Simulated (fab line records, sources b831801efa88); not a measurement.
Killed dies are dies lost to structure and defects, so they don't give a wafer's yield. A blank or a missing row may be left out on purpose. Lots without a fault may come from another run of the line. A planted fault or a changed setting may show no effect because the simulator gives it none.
Which tool did it? | flow sky130 | 12 lots, 36 wafers sampled, at 1 step of a route of 708

WHAT THE GAUGES READ, wafer by wafer
SKY_PWDE_OVL_MEAS_07.
lot  | measured    | on         | PWDE_OVL (nm)
L075 | day 4 12:09 | overlay-02 | 0.1 -0.2 -1.5
L077 | day 4 17:49 | overlay-02 | 1.1 1.7 1.4
L079 | day 5 06:10 | overlay-02 | -1.6 -2.2 -2.0
L080 | day 5 14:37 | overlay-02 | 0.5 1.2 0.9
L083 | day 5 22:25 | overlay-01 | 0.9 0.9 1.1
L085 | day 6 14:22 | overlay-01 | -1.4 -1.3 -1.5
L087 | day 6 19:16 | overlay-02 | 0.2 -0.4 -0.5
L089 | day 7 07:04 | overlay-02 | -1.8 -1.4 -0.8
L091 | day 7 18:55 | overlay-02 | 0.0 0.1 -0.5
L093 | day 8 04:37 | overlay-01 | -1.2 0.9 -1.0
L095 | day 8 21:40 | overlay-02 | -0.4 -0.3 1.4
L097 | day 9 07:03 | overlay-01 | 1.3 0.4 0.0

WHICH TOOL RAN EACH LOT (tool, then ch and the chambers of the sampled wafers, then the start)
The record holds no process step before these readings.

THE ANSWER, worked out from the rows above alone
Rule: what is usual is taken from the lots themselves. Put in order of their means at a reading, lots are off if they are a third of the lots or fewer, leave a main group of 4 or more, and stand apart from it by a gap of 3 or more times the standard deviation of the main group's means; of several such gaps the widest counts. A main group whose means are all the same, to the digits that the tables above print for the reading, isn't used. A lot without any number at a reading at which 4 lots or more have one is off too. The other lots that the step has rows for count as sound.
No lot is off at any reading shown: from this, nothing can be told.

WHAT THE SIMULATOR HAD PUT IN
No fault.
